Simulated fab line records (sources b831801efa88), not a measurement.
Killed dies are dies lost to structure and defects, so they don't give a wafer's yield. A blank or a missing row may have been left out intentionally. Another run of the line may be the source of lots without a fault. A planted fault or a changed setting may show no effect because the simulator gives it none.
Which tool did it? / flow gf180mcu / 14 lots with 42 wafers sampled at 4 steps, on a route of 602 steps

== WHAT EACH GAUGE READ, for each wafer ==
GF_STI_CD_MEAS_12: target cd 220 nm. Usual: 220.1 nm for cd_nm, sd 1.2.
lot=L748; measured=day 2 01:28; on=cd_sem-02; cd_nm (nm)=219.3 219.8 218.5; flag=
lot=L749; measured=day 2 12:40; on=cd_sem-01; cd_nm (nm)=220.3 219.7 219.9; flag=
lot=L750; measured=day 2 13:08; on=cd_sem-01; cd_nm (nm)=220.7 221.6 220.2; flag=
lot=L752; measured=day 3 02:05; on=cd_sem-01; cd_nm (nm)=219.3 219.3 219.6; flag=
lot=L753; measured=day 3 02:19; on=cd_sem-02; cd_nm (nm)=221.5 219.8 219.0; flag=
lot=L754; measured=day 3 13:40; on=cd_sem-02; cd_nm (nm)=219.8 219.0 220.4; flag=
lot=L755; measured=day 3 15:04; on=cd_sem-01; cd_nm (nm)=220.8 221.3 220.4; flag=
lot=L756; measured=day 3 18:49; on=cd_sem-01; cd_nm (nm)=219.8 220.2 219.0; flag=
lot=L759; measured=day 4 10:02; on=cd_sem-01; cd_nm (nm)=220.5 219.5 217.0; flag=
lot=L763; measured=day 5 06:07; on=cd_sem-01; cd_nm (nm)=219.0 218.9 220.0; flag=
lot=L765; measured=day 5 19:37; on=cd_sem-01; cd_nm (nm)=221.3 222.0 221.1; flag=
lot=L766; measured=day 5 22:59; on=cd_sem-02; cd_nm (nm)=218.7 219.0 218.3; flag=
lot=L768; measured=day 6 08:42; on=cd_sem-02; cd_nm (nm)=219.6 218.9 219.1; flag=
lot=L771; measured=day 7 00:22; on=cd_sem-01; cd_nm (nm)=218.6 218.6 219.0; flag=

GF_MVPSD_TW_MEAS_11. Usual: MVPSD_TW typically reads 553, with standard deviation 7.8.
lot=L748; measured=day 5 10:05; on=film_metro-02; MVPSD_TW=561 560 565; flag=
lot=L749; measured=day 5 19:40; on=film_metro-01; MVPSD_TW=554 557 552; flag=
lot=L750; measured=day 5 18:34; on=film_metro-02; MVPSD_TW=558 558 560; flag=
lot=L752; measured=day 6 09:36; on=film_metro-01; MVPSD_TW=550 549 552; flag=
lot=L753; measured=day 6 09:46; on=film_metro-01; MVPSD_TW=546 549 546; flag=
lot=L754; measured=day 6 20:32; on=film_metro-02; MVPSD_TW=564 562 565; flag=
lot=L755; measured=day 6 18:14; on=film_metro-02; MVPSD_TW=562 561 563; flag=
lot=L756; measured=day 6 21:50; on=film_metro-01; MVPSD_TW=548 552 553; flag=
lot=L759; measured=day 7 15:12; on=film_metro-02; MVPSD_TW=562 558 561; flag=
lot=L763; measured=day 8 18:46; on=film_metro-01; MVPSD_TW=550 547 547; flag=
lot=L765; measured=day 9 08:35; on=film_metro-01; MVPSD_TW=551 551 555; flag=
lot=L766; measured=day 9 12:19; on=film_metro-04; MVPSD_TW=543 541 540; flag=
lot=L768; measured=day 9 23:58; on=film_metro-01; MVPSD_TW=552 553 551; flag=
lot=L771; measured=day 10 16:58; on=film_metro-02; MVPSD_TW=559 560 563; flag=

== TOOL THAT RAN EACH LOT (tool first, then ch and the chambers of the sampled wafers, then the start) ==
lot=L748; GF_NWELL_DEVELOP_06=litho_track-01 ch 0, day 3 16:00; GF_MVPSD_STRIP_10=plasma_asher-04 ch 0,1, day 5 10:00
lot=L749; GF_NWELL_DEVELOP_06=litho_track-01 ch 0, day 4 01:00; GF_MVPSD_STRIP_10=plasma_asher-01 ch 0,1, day 5 19:34
lot=L750; GF_NWELL_DEVELOP_06=litho_track-03 ch 0, day 4 00:00; GF_MVPSD_STRIP_10=plasma_asher-01 ch 0,1, day 5 18:28
lot=L752; GF_NWELL_DEVELOP_06=litho_track-02 ch 0, day 4 09:00; GF_MVPSD_STRIP_10=plasma_asher-01 ch 0,1, day 6 09:30
lot=L753; GF_NWELL_DEVELOP_06=litho_track-01 ch 0, day 4 09:00; GF_MVPSD_STRIP_10=plasma_asher-04 ch 1, day 6 09:40
lot=L754; GF_NWELL_DEVELOP_06=litho_track-03 ch 0, day 4 23:00; GF_MVPSD_STRIP_10=plasma_asher-04 ch 0,1, day 6 20:27
lot=L755; GF_NWELL_DEVELOP_06=litho_track-03 ch 0, day 4 22:00; GF_MVPSD_STRIP_10=plasma_asher-04 ch 0,1, day 6 18:09
lot=L756; GF_NWELL_DEVELOP_06=litho_track-02 ch 0, day 5 01:00; GF_MVPSD_STRIP_10=plasma_asher-04 ch 0,1, day 6 21:45
lot=L759; GF_NWELL_DEVELOP_06=litho_track-03 ch 0, day 5 17:00; GF_MVPSD_STRIP_10=plasma_asher-03 ch 0,1, day 7 15:06
lot=L763; GF_NWELL_DEVELOP_06=litho_track-01 ch 0, day 6 17:00; GF_MVPSD_STRIP_10=plasma_asher-04 ch 0,1, day 8 18:40
lot=L765; GF_NWELL_DEVELOP_06=litho_track-02 ch 0, day 7 06:00; GF_MVPSD_STRIP_10=plasma_asher-03 ch 0,1, day 9 08:30
lot=L766; GF_NWELL_DEVELOP_06=litho_track-03 ch 0, day 7 09:00; GF_MVPSD_STRIP_10=plasma_asher-01 ch 0,1, day 9 12:12
lot=L768; GF_NWELL_DEVELOP_06=litho_track-03 ch 0, day 7 21:00; GF_MVPSD_STRIP_10=plasma_asher-01 ch 1, day 9 23:51
lot=L771; GF_NWELL_DEVELOP_06=litho_track-02 ch 0, day 8 12:00; GF_MVPSD_STRIP_10=plasma_asher-01 ch 0,1, day 10 16:52
- GF_NWELL_DEVELOP_06: develop time 60 s.
- GF_MVPSD_STRIP_10: strips in O2/N2.

== AS READ BY THE TOOLS THEMSELVES (means over the sampled wafers that have a number; for cases with no such wafer, the mark the record gives instead) ==
GF_NWELL_DEVELOP_06. Usual: developer_temp_C 23.01 C, standard deviation 0.12; exhaust_pa 45.1 Pa, standard deviation 1.1.
lot=L748; tool=litho_track-01; developer_temp_C (C)=22.99; exhaust_pa (Pa)=45.6; flag=
lot=L749; tool=litho_track-01; developer_temp_C (C)=23.18; exhaust_pa (Pa)=45.1; flag=
lot=L750; tool=litho_track-03; developer_temp_C (C)=23.03; exhaust_pa (Pa)=44.9; flag=
lot=L752; tool=litho_track-02; developer_temp_C (C)=23.26; exhaust_pa (Pa)=46.2; flag=
lot=L753; tool=litho_track-01; developer_temp_C (C)=22.98; exhaust_pa (Pa)=45.1; flag=
lot=L754; tool=litho_track-03; developer_temp_C (C)=23.02; exhaust_pa (Pa)=43.6; flag=
lot=L755; tool=litho_track-03; developer_temp_C (C)=22.96; exhaust_pa (Pa)=43.0; flag=
lot=L756; tool=litho_track-02; developer_temp_C (C)=23.16; exhaust_pa (Pa)=45.8; flag=
lot=L759; tool=litho_track-03; developer_temp_C (C)=23.05; exhaust_pa (Pa)=44.6; flag=
lot=L763; tool=litho_track-01; developer_temp_C (C)=23.04; exhaust_pa (Pa)=45.3; flag=
lot=L765; tool=litho_track-02; developer_temp_C (C)=23.02; exhaust_pa (Pa)=44.5; flag=
lot=L766; tool=litho_track-03; developer_temp_C (C)=22.09; exhaust_pa (Pa)=46.4; flag=OFF
lot=L768; tool=litho_track-03; developer_temp_C (C)=22.08; exhaust_pa (Pa)=43.7; flag=OFF
lot=L771; tool=litho_track-02; developer_temp_C (C)=22.95; exhaust_pa (Pa)=44.6; flag=

GF_MVPSD_STRIP_10. Usual: drypump_motor_current_A 5.8 A, standard deviation 0.38; heater_power_w 341 W, standard deviation 37; o2_flow_sccm 2999 sccm, standard deviation 8.3; oes_product_au 0.722 a.u., standard deviation 0.0045; platen_temp_c 250.00 C, standard deviation 0.19; strip_time_to_endpoint_s 37.01 s, standard deviation 0.095.
lot=L748; tool=plasma_asher-04; drypump_motor_current_A (A)=5.6; heater_power_w (W)=336; o2_flow_sccm (sccm)=2999; oes_product_au (a.u.)=0.715; platen_temp_c (C)=249.89; strip_time_to_endpoint_s (s)=36.97; flag=
lot=L749; tool=plasma_asher-01; drypump_motor_current_A (A)=5.6; heater_power_w (W)=356; o2_flow_sccm (sccm)=2994; oes_product_au (a.u.)=0.721; platen_temp_c (C)=250.02; strip_time_to_endpoint_s (s)=37.13; flag=
lot=L750; tool=plasma_asher-01; drypump_motor_current_A (A)=5.6; heater_power_w (W)=352; o2_flow_sccm (sccm)=3003; oes_product_au (a.u.)=0.721; platen_temp_c (C)=249.96; strip_time_to_endpoint_s (s)=36.93; flag=
lot=L752; tool=plasma_asher-01; drypump_motor_current_A (A)=5.6; heater_power_w (W)=376; o2_flow_sccm (sccm)=2994; oes_product_au (a.u.)=0.723; platen_temp_c (C)=250.07; strip_time_to_endpoint_s (s)=36.92; flag=
lot=L753; tool=plasma_asher-04; drypump_motor_current_A (A)=6.1; heater_power_w (W)=370; o2_flow_sccm (sccm)=2998; oes_product_au (a.u.)=0.722; platen_temp_c (C)=249.80; strip_time_to_endpoint_s (s)=37.10; flag=
lot=L754; tool=plasma_asher-04; drypump_motor_current_A (A)=5.9; heater_power_w (W)=353; o2_flow_sccm (sccm)=3008; oes_product_au (a.u.)=0.726; platen_temp_c (C)=250.01; strip_time_to_endpoint_s (s)=36.95; flag=
lot=L755; tool=plasma_asher-04; drypump_motor_current_A (A)=5.9; heater_power_w (W)=358; o2_flow_sccm (sccm)=2995; oes_product_au (a.u.)=0.719; platen_temp_c (C)=250.14; strip_time_to_endpoint_s (s)=36.95; flag=
lot=L756; tool=plasma_asher-04; drypump_motor_current_A (A)=5.6; heater_power_w (W)=335; o2_flow_sccm (sccm)=2999; oes_product_au (a.u.)=0.721; platen_temp_c (C)=249.90; strip_time_to_endpoint_s (s)=37.12; flag=
lot=L759; tool=plasma_asher-03; drypump_motor_current_A (A)=5.9; heater_power_w (W)=293; o2_flow_sccm (sccm)=3006; oes_product_au (a.u.)=0.724; platen_temp_c (C)=250.13; strip_time_to_endpoint_s (s)=36.96; flag=
lot=L763; tool=plasma_asher-04; drypump_motor_current_A (A)=5.9; heater_power_w (W)=353; o2_flow_sccm (sccm)=3003; oes_product_au (a.u.)=0.722; platen_temp_c (C)=249.88; strip_time_to_endpoint_s (s)=37.11; flag=
lot=L765; tool=plasma_asher-03; drypump_motor_current_A (A)=6.2; heater_power_w (W)=298; o2_flow_sccm (sccm)=2994; oes_product_au (a.u.)=0.725; platen_temp_c (C)=249.94; strip_time_to_endpoint_s (s)=37.02; flag=
lot=L766; tool=plasma_asher-01; drypump_motor_current_A (A)=5.6; heater_power_w (W)=351; o2_flow_sccm (sccm)=2993; oes_product_au (a.u.)=0.722; platen_temp_c (C)=249.91; strip_time_to_endpoint_s (s)=36.94; flag=
lot=L768; tool=plasma_asher-01; drypump_motor_current_A (A)=5.6; heater_power_w (W)=393; o2_flow_sccm (sccm)=2992; oes_product_au (a.u.)=0.720; platen_temp_c (C)=249.99; strip_time_to_endpoint_s (s)=36.95; flag=
lot=L771; tool=plasma_asher-01; drypump_motor_current_A (A)=5.7; heater_power_w (W)=370; o2_flow_sccm (sccm)=2992; oes_product_au (a.u.)=0.716; platen_temp_c (C)=250.04; strip_time_to_endpoint_s (s)=36.88; flag=

== THE ANSWER, worked out from the rows above alone ==
Rule: a lot counts as off when the mean over its wafers that have a number is more than 3 standard deviations away from the usual mean. A lot without any number at a reading at which 4 lots or more have one is off too. The other lots that the step has rows for count as sound. First the gauges in route order, then the tools' own readings, where a lot's mean is used as printed above. The first step at which some lot is off is used, and at that step the reading that is off furthest; a lot without a number counts as furthest.
Off: L766, L768, at GF_NWELL_DEVELOP_06 (developer_temp_C).
If a tool, at that step or one of the process steps before it, ran each lot that is off and ran no sound lot following the first of them, it fits. One fits: litho_track-03 at GF_NWELL_DEVELOP_06. A fault onset in the window from L759 (day 5 17:00, its last sound lot) to L766 (day 7 09:00, its first lot off) fits.
On the lots that are off, the tool's own readings at GF_NWELL_DEVELOP_06 differ by more than 5 times the standard deviation of the sound lots' means, which bears it out; developer_temp_C reads 22.09 C there versus 23.05 C on the sound lots.

== WHAT THE SIMULATOR HAD INSERTED ==
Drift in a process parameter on litho_track-03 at GF_NWELL_DEVELOP_06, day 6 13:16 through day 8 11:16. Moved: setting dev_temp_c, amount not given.
Shown lots that were struck: L766, L768. This agrees with what the rule above found.
